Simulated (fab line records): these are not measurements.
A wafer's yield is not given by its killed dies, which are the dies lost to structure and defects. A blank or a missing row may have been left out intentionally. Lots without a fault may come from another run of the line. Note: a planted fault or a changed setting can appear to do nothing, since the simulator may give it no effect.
Which of the tools did it? | flow sky130 | 13 lots with 38 wafers sampled at 3 steps, on a route of 708 steps

== WHAT EACH GAUGE READ, for each wafer ==
SKY_FIELD_ISO_THK_MEAS_25. Usual: FIELD_ISO_CVD_24_THK 596 nm, standard deviation 7.7.
lot  | measured    | on           | FIELD_ISO_CVD_24_THK (nm) | flag
L911 | day 2 11:52 | filmMetro-01 | 589 592 589               | 
L912 | day 2 15:09 | filmMetro-01 | 591 596 594               | 
L913 | day 2 23:02 | filmMetro-02 | 595 594 597               | 
L914 | day 3 04:11 | filmMetro-01 | 592 592 597               | 
L915 | day 3 10:13 | filmMetro-01 | 602 601 602               | 
L917 | day 3 19:40 | filmMetro-03 | 604 594 597               | 
L919 | day 4 06:01 | filmMetro-01 | 581 597 589               | 
L923 | day 5 01:58 | filmMetro-02 | 602 605                   | 
L925 | day 5 13:19 | filmMetro-03 | 596 595 587               | 
L926 | day 5 18:40 | filmMetro-02 | 604 591 598               | 
L927 | day 5 22:03 | filmMetro-01 | 591 592 583               | 
L930 | day 6 16:16 | filmMetro-03 | 592 596 587               | 
L933 | day 7 05:28 | filmMetro-03 | 610 598 610               | 

SKY_VT_ADJUST_LVTN_TW_MEAS_10. Usual: VT_ADJUST_LVTN_TW 244.0, standard deviation 2.
lot  | measured     | on           | VT_ADJUST_LVTN_TW | flag
L911 | day 7 01:22  | filmMetro-03 | 243.3 243.2 244.6 | 
L912 | day 7 05:43  | filmMetro-04 | 246.3 246.3 244.4 | 
L913 | day 7 14:50  | filmMetro-01 | 244.3 242.8 243.2 | 
L914 | day 7 20:38  | filmMetro-04 | 244.8 244.8 245.6 | 
L915 | day 8 04:13  | filmMetro-04 | 245.6 245.8 245.3 | 
L917 | day 8 14:17  | filmMetro-03 | 239.6 240.2 240.4 | 
L919 | day 9 07:48  | filmMetro-03 | 242.7 242.7 243.0 | 
L923 | day 10 01:38 | filmMetro-04 | 246.5 246.9       | 
L925 | day 10 16:25 | filmMetro-04 | 245.3 247.2 246.3 | 
L926 | day 10 23:46 | filmMetro-01 | 243.1 242.5 242.6 | 
L927 | day 11 04:47 | filmMetro-04 | 245.0 245.8 245.3 | 
L930 | day 12 02:26 | filmMetro-01 | 242.8 243.6 244.0 | 
L933 | day 12 17:11 | filmMetro-01 | 244.0 242.9 244.0 | 

== EACH LOT AND THE TOOL THAT RAN IT (in order: tool; ch and the chambers of the sampled wafers; start) ==
lot  | SKY_NWELL_RTA_28
L911 | rtpAnneal-01 ch 0, day 5 11:52
L912 | rtpAnneal-02 ch 0, day 5 15:22
L913 | rtpAnneal-01 ch 0, day 5 23:58
L914 | rtpAnneal-02 ch 0, day 6 07:08
L915 | rtpAnneal-01 ch 0, day 6 13:10
L917 | rtpAnneal-01 ch 0, day 6 22:56
L919 | rtpAnneal-01 ch 0, day 7 15:09
L923 | rtpAnneal-01 ch 0, day 8 09:24
L925 | rtpAnneal-01 ch 0, day 8 23:19
L926 | rtpAnneal-01 ch 0, day 9 04:43
L927 | rtpAnneal-02 ch 0, day 9 09:28
L930 | rtpAnneal-01 ch 0, day 10 05:47
L933 | rtpAnneal-01 ch 0, day 10 19:08
- SKY_NWELL_RTA_28: time 30 s.

== WHAT THE TOOLS THEMSELVES READ (means of the sampled wafers that have a number; where no wafer has one, the mark that the record gives instead) ==
SKY_NWELL_RTA_28. Usual: annealTempCMax 1056.9, standard deviation 1.2; lampPowerPct 25.31 %, standard deviation 0.05; rampUpCPerS 150.00, standard deviation 0.028; wafer_temp_C_max 1054.8, standard deviation 0.98.
lot  | tool         | annealTempCMax | lampPowerPct (%) | rampUpCPerS | wafer_temp_C_max | flag
L911 | rtpAnneal-01 | 1057.1         | 25.31            | 149.98      | 1054.8           | 
L912 | rtpAnneal-02 | 1057.6         | 25.30            | 150.01      | 1053.9           | 
L913 | rtpAnneal-01 | 1056.9         | 25.35            | 150.00      | 1055.0           | 
L914 | rtpAnneal-02 | 1055.9         | 25.32            | 150.01      | 1055.1           | 
L915 | rtpAnneal-01 | 1057.4         | 25.28            | 150.01      | 1055.9           | 
L917 | rtpAnneal-01 | 1057.3         | 25.26            | 150.01      | 1054.6           | 
L919 | rtpAnneal-01 | 1058.2         | 25.32            | 149.99      | 1055.5           | 
L923 | rtpAnneal-01 | 1058.8         | 25.26            | 149.99      | 1054.7           | 
L925 | rtpAnneal-01 | 1056.4         | 25.27            | 150.03      | 1054.7           | 
L926 | rtpAnneal-01 | 1056.3         | 25.26            | 150.00      | 1056.0           | 
L927 | rtpAnneal-02 | 1056.1         | 25.32            | 150.01      | 1054.0           | 
L930 | rtpAnneal-01 | 1056.8         | 25.29            | 150.02      | 1054.5           | 
L933 | rtpAnneal-01 | 1056.2         | 25.32            | 150.01      | 1054.4           | 

== THE ANSWER, worked out from the rows above alone ==
Rule: take the mean of a lot's wafers that have a number; if it is more than 3 standard deviations from the usual mean, the lot is off. A lot without any number at a reading at which 4 lots or more have one is off too. Any other lot the step has rows for is counted as sound. First the gauges in route order, then the tools' own readings, where a lot's mean is used as printed above. At the first step where some lot is off, the reading lying furthest off is the one used; lots without a number count as furthest.
None of the lots is off at any reading shown; this tells nothing.

== WHAT THE SIMULATOR PUT IN ==
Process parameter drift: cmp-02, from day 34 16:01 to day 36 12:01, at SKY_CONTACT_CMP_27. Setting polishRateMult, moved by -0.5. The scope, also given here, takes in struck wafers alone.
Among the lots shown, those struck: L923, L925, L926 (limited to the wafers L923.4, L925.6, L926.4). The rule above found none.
